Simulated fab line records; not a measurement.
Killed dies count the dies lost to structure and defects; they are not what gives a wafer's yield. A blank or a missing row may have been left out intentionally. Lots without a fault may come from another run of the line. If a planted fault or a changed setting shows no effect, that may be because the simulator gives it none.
8D (eight disciplines) problem report, filled in by code | flow sky130 | the parts of the form that need people (team, actions taken, sign-off) are left out

1. WHAT WENT WRONG
Mean of spin speed rpm at SKY_VIA2_COAT_06: 3065.9 rpm across 6 wafers in 2 lots; on wafers with no fault it is 3000.2 rpm (standard deviation 2.1). Relative to the usual mean, that is a shift of +31 standard deviations.
The step: resist thk 60 nm.
The first sign was on wafer L934.1 at day 39 19:58, on litho track-02. Wafers with a number at this step in the record: 18, from 6 lots. The rule behind "out" and "out of limits": a value lying over 4 standard deviations away from the usual mean. All remaining wafers that have a number are taken as sound.

2. WHAT IT IS, AND WHAT IT ISN'T
question                    | is                     | is not
which readings at this step | spin speed rpm         | -
which lots                  | L934, L935             | L921, L930, L938, L939
which wafers of those lots  | all that have a number | -
read on which tools         | litho track-02         | litho track-04
when                        | from day 39 19:58      | up to then (6 sound wafers); but 6 sound wafers of L938, L939 came after

3. WHAT RULES OUT EACH SUSPECT
Counting: a tool stays on the suspect list if, at a process step up to the reading, it processed all lots that are out and no sound lot following the first of them.
- cmp-01 at SKY_VIA2_CMP_02 (polishes SiO2): ruled out as a lasting fault. Following L934 (day 39 07:44), the first lot on it that is out, the sound lots L939 were run on it.
- litho track-02 at SKY_VIA2_COAT_06 (resist thk 60 nm): kept. Every lot that is out went through it, starting with L934 (day 39 19:58), and after that it ran no sound lot; the last sound lot it ran before then is L930 (day 38 15:52). On those wafers its own readings are out: spin speed rpm.
Left after counting: litho track-02 at SKY_VIA2_COAT_06.

4. THE CAUSE (what the simulator had put in)
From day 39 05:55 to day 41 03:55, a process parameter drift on litho track-02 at SKY_VIA2_COAT_06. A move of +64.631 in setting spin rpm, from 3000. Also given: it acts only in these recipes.
Only this tool survived the counting.

5. THE EFFECT CHAIN, in route order
One row per reading whose mean, taken over the struck wafers that have a number, lies over 3 standard deviations from the usual. Scope: only readings with a usual standard deviation given in the record; hours: median across lots of the time from each lot's start at the first step in this table that gives one to its start at this step; sigmas: change in usual standard deviations.
hours | step             | reading        | usual      | on struck wafers | change | sigmas
0     | SKY_VIA2_COAT_06 | spin speed rpm | 3000.2 rpm | 3065.9           | +65.7  | +31
Process steps it contains:
- SKY_VIA2_COAT_06: resist thk 60 nm.
At these later measuring or inspecting steps, every struck wafer for which the step has a row has a number for every such reading, and none has moved that far: SKY_VIA2_CD_MEAS_12, SKY_VIA2_OVL_MEAS_13.

6. WHAT WOULD HAVE CAUGHT IT SOONER
The fault began at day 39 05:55; the first out-of-limits reading in this record came at day 39 19:58, 14 hours later.
